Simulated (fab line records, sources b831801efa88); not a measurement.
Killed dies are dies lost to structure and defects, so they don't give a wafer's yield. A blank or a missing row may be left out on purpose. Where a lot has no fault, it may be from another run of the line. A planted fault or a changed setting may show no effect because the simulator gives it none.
What tool caused it? || flow sky130 || 21 wafers from 7 lots sampled at 3 of the route's 708 steps

## WHAT EACH GAUGE READ, for each wafer
SKY_VT_ADJUST_NCORE_TW_MEAS_11.
{"lot": "L614", "measured": "day 9 21:39", "on": "film-metro-01", "VT_ADJUST_NCORE_TW": "216.2 214.5 215.0"}
{"lot": "L616", "measured": "day 10 14:09", "on": "film-metro-04", "VT_ADJUST_NCORE_TW": "218.4 218.0 217.0"}
{"lot": "L619", "measured": "day 12 00:38", "on": "film-metro-01", "VT_ADJUST_NCORE_TW": "214.7 216.1 215.0"}
{"lot": "L622", "measured": "day 12 15:41", "on": "film-metro-01", "VT_ADJUST_NCORE_TW": "215.5 215.9 215.4"}
{"lot": "L624", "measured": "day 13 07:15", "on": "film-metro-03", "VT_ADJUST_NCORE_TW": "30.1 30.2 30.1"}
{"lot": "L626", "measured": "day 13 21:34", "on": "film-metro-01", "VT_ADJUST_NCORE_TW": "217.5 218.6 217.0"}
{"lot": "L632", "measured": "day 15 09:19", "on": "film-metro-03", "VT_ADJUST_NCORE_TW": "218.5 219.7 220.2"}

## EACH LOT AND THE TOOL THAT RAN IT (in order: tool; ch and the chambers of the sampled wafers; start)
{"lot": "L614", "SKY_FIELD_ISO_ETCH_17": "rie-si-01 ch 0,1,2, day 3 07:28", "SKY_VT_ADJUST_NCORE_IMPLANT_09": "implanter-04 ch 0, day 9 21:24"}
{"lot": "L616", "SKY_FIELD_ISO_ETCH_17": "rie-si-02 ch 1,2, day 3 16:17", "SKY_VT_ADJUST_NCORE_IMPLANT_09": "implanter-04 ch 0, day 10 13:54"}
{"lot": "L619", "SKY_FIELD_ISO_ETCH_17": "rie-si-02 ch 0,1,3, day 4 08:42", "SKY_VT_ADJUST_NCORE_IMPLANT_09": "implanter-02 ch 0, day 12 00:25"}
{"lot": "L622", "SKY_FIELD_ISO_ETCH_17": "rie-si-02 ch 0,2, day 5 01:17", "SKY_VT_ADJUST_NCORE_IMPLANT_09": "implanter-02 ch 0, day 12 15:28"}
{"lot": "L624", "SKY_FIELD_ISO_ETCH_17": "rie-si-01 ch 0,2,3, day 5 15:49", "SKY_VT_ADJUST_NCORE_IMPLANT_09": "implanter-04, day 13 07:00"}
{"lot": "L626", "SKY_FIELD_ISO_ETCH_17": "rie-si-01 ch 0,1,3, day 6 02:25", "SKY_VT_ADJUST_NCORE_IMPLANT_09": "implanter-04 ch 0, day 13 21:19"}
{"lot": "L632", "SKY_FIELD_ISO_ETCH_17": "rie-si-01 ch 0,3, day 7 04:17", "SKY_VT_ADJUST_NCORE_IMPLANT_09": "implanter-03 ch 0, day 15 09:04"}
- SKY_FIELD_ISO_ETCH_17: etches Si in HBr/Cl2/O2, target depth 342 nm, time 97.7 s.
- SKY_VT_ADJUST_NCORE_IMPLANT_09

## THE ANSWER, worked out from the rows above alone
Rule: usual is defined by the lots themselves. The widest of any qualifying gaps counts: lots, ordered by their means at a reading, are off when they make up no more than a third of the lots, leave a main group of 4 or more, and stand apart from it by 3 or more times the standard deviation of that group's means. If all means in a main group match to the digits the tables above print for the reading, that group is not used. Also off: a lot with no number at a reading for which 4 or more lots have one. Where the step has rows for the other lots, those lots are counted as sound.
Off: L624, seen at SKY_VT_ADJUST_NCORE_TW_MEAS_11 (VT_ADJUST_NCORE_TW). The main group: mean 216.8, standard deviation 1.6.
A tool fits if, at a process step before that reading, it ran every lot that is off, and no sound lot after the first of them. The gauges at SKY_VT_ADJUST_NCORE_TW_MEAS_11 are tried like those tools. Of those tried, none fits.

## WHAT THE SIMULATOR HAD PUT IN
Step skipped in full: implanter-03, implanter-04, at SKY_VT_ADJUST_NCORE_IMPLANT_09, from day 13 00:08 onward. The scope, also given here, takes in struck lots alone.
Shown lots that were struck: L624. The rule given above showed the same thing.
